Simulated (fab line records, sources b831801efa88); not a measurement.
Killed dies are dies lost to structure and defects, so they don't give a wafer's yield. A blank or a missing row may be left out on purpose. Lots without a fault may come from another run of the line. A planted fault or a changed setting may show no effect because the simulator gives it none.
Chamber matching | flow sky130 | SKY_CONTACT_ETCH_16 on rie_diel-02: 4 sister chambers
The step etches BARC in N2/H2, stops on SiO2, time 45.9 s, target depth 60 nm. 8 wafers are shown with their chamber, then 7 later ones without.

WAFERS WITH THEIR CHAMBER
wafer  | chamber | drypump_motor_current_A (A) | oes_product_au (a.u.)
L079.2 | 3       | 6.1                         | 0.853
L087.1 | 3       | 6.0                         | 0.851
L087.2 | 2       | 5.6                         | 0.855
L088.4 | 0       | 6.0                         | 0.865
L088.5 | 0       | 6.0                         | 0.853
L088.6 | 1       | 5.7                         | 0.848
L094.2 | 1       | 5.7                         | 0.850
L094.3 | 2       | 5.6                         | 0.860

WAFERS WITHOUT THEIR CHAMBER
wafer  | drypump_motor_current_A (A) | oes_product_au (a.u.)
L094.5 | 5.6                         | 0.852
L097.2 | 5.7                         | 0.855
L097.3 | 6.0                         | 0.850
L097.5 | 5.6                         | 0.851
L095.2 | 5.6                         | 0.861
L095.4 | 6.0                         | 0.862
L095.6 | 5.7                         | 0.854

WHICH CHAMBER EACH WENT THROUGH
wafer  | from the rows above     | in truth
L094.5 | can't be placed: 2 or 1 | 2
L097.2 | can't be placed: 1 or 2 | 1
L097.3 | can't be placed: 3 or 0 | 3
L097.5 | can't be placed: 2 or 1 | 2
L095.2 | 2                       | 2
L095.4 | can't be placed: 0 or 3 | 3
L095.6 | can't be placed: 1 or 2 | 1
Placed correctly: 1 of 7. Can't be placed from these rows: 6 (the true chamber is among the candidates in 6). Placed wrongly: 0.
How it was worked out, from the rows above alone: a wafer's distance from a chamber is the root of the sum, over the readings, of the square of ((its reading less the chamber's mean) divided by the reading's scatter). The wafer belongs to the nearest chamber; if the next one is less than 2 further off, it can't be placed. A chamber's mean is the mean of its shown wafers. The scatter: the root of (the sum of the squares of (reading less its chamber's mean) over the shown wafers, divided by (wafers less chambers)).
